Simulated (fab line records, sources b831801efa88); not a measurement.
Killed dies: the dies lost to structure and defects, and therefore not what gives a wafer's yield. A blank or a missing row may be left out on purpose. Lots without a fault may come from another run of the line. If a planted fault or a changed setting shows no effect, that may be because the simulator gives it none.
Which tool is to blame? + flow sky130 + 12 lots with 36 wafers sampled at 5 steps, on a route of 708 steps

## WHAT THE GAUGES READ, wafer by wafer
SKY_VIA2_THK_MEAS_23: measures by xrf.
| lot  | measured     | on            | VIA2_W_THK (nm) |
|------|--------------|---------------|-----------------|
| L075 | day 36 07:40 | film metro-02 | 407 400 411     |
| L077 | day 37 05:43 | film metro-01 | 403 413 410     |
| L079 | day 38 05:10 | film metro-01 | 396 396 393     |
| L081 | day 38 14:34 | film metro-01 | 395 407 391     |
| L083 | day 39 14:44 | film metro-01 | 397 392 398     |
| L084 | day 39 21:58 | film metro-04 | 412 424 416     |
| L087 | day 40 15:32 | film metro-01 | 409 399 407     |
| L089 | day 41 04:00 | film metro-04 | 409 404 413     |
| L091 | day 41 17:13 | film metro-04 | 392 396 396     |
| L093 | day 42 00:43 | film metro-04 | 403 408 402     |
| L095 | day 42 07:53 | film metro-02 | 403 408 413     |
| L097 | day 43 10:16 | film metro-01 | 403 406 403     |

## WHAT TOOL EACH LOT RAN ON (gives the tool, then ch and the chambers of the sampled wafers, and finally the start)
| lot  | SKY_LI_CONTACT_SPUTTER_20    | SKY_LOCAL_INTERCONNECT_METAL_ETCH_14 | SKY_CONTACT_ETCH_16                | SKY_METAL1_DESCUM_17              |
|------|------------------------------|--------------------------------------|------------------------------------|-----------------------------------|
| L075 | pvd sputter-02, day 29 05:44 | rie metal-03 ch 0,1, day 30 10:29    | rie diel-03 ch 0,2,3, day 31 15:13 | rie metal-04 ch 0,1, day 32 19:32 |
| L077 | pvd sputter-04, day 30 02:32 | rie metal-02 ch 0,1, day 31 07:11    | rie diel-04 ch 0,3, day 32 12:02   | rie metal-03 ch 0,1, day 33 15:52 |
| L079 | pvd sputter-03, day 31 04:00 | rie metal-02 ch 0, day 32 08:09      | rie diel-02 ch 1,3, day 33 12:30   | rie metal-03 ch 0,1, day 34 17:04 |
| L081 | pvd sputter-04, day 31 13:43 | rie metal-03 ch 0,1, day 32 17:42    | rie diel-04 ch 0,1,2, day 33 22:17 | rie metal-01 ch 0,1, day 35 02:38 |
| L083 | pvd sputter-02, day 32 15:32 | rie metal-02 ch 0,1, day 33 19:04    | rie diel-04 ch 0,2,3, day 35 00:00 | rie metal-01 ch 0, day 36 03:57   |
| L084 | pvd sputter-02, day 33 01:29 | rie metal-01 ch 1, day 34 05:10      | rie diel-02 ch 0,3, day 35 08:29   | rie metal-01 ch 0, day 36 12:20   |
| L087 | pvd sputter-04, day 33 17:31 | rie metal-03 ch 0, day 34 21:50      | rie diel-02 ch 2,3, day 36 01:44   | rie metal-04 ch 0,1, day 37 05:55 |
| L089 | pvd sputter-03, day 34 11:03 | rie metal-02 ch 0,1, day 35 14:06    | rie diel-02 ch 0,1,3, day 36 17:14 | rie metal-01 ch 0,1, day 37 20:38 |
| L091 | pvd sputter-03, day 34 22:21 | rie metal-02 ch 0,1, day 36 02:12    | rie diel-04 ch 0,2, day 37 06:05   | rie metal-03 ch 0, day 38 09:50   |
| L093 | pvd sputter-04, day 35 07:52 | rie metal-02 ch 0,1, day 36 11:02    | rie diel-04 ch 0,1,2, day 37 14:55 | rie metal-03 ch 0,1, day 38 18:08 |
| L095 | pvd sputter-03, day 35 17:20 | rie metal-01 ch 0,1, day 36 20:13    | rie diel-04 ch 0,1,2, day 37 23:58 | rie metal-01 ch 0,1, day 39 02:46 |
| L097 | pvd sputter-03, day 36 21:58 | rie metal-02 ch 0,1, day 38 01:18    | rie diel-03 ch 0,1,2, day 39 03:44 | rie metal-01 ch 0,1, day 40 05:19 |
- SKY_LI_CONTACT_SPUTTER_20: material TiN, target thk 20 nm, time 80 s.
- SKY_LOCAL_INTERCONNECT_METAL_ETCH_14: etches TiN in Cl2/BCl3, stops on PSG, target depth 110 nm, time 31.4 s.
- SKY_CONTACT_ETCH_16: etches BARC in N2/H2, stops on SiO2, time 45.9 s, target depth 60 nm.
- SKY_METAL1_DESCUM_17: chemistry O2, time 8 s.

## THE ANSWER, worked out from the rows above alone
Rule: the usual values come from the lots themselves. Put in order of their means at a reading, lots are off if they are a third of the lots or fewer, leave a main group of 4 or more, and stand apart from it by a gap of 3 or more times the standard deviation of the main group's means; of several such gaps the widest counts. A main group whose means are all the same, to the digits that the tables above print for the reading, isn't used. A lot without any number at a reading at which 4 lots or more have one is off too. The other lots that the step has rows for count as sound.
Nothing can be told from this: no lot is off at any reading shown.

## WHAT WAS PUT IN BY THE SIMULATOR
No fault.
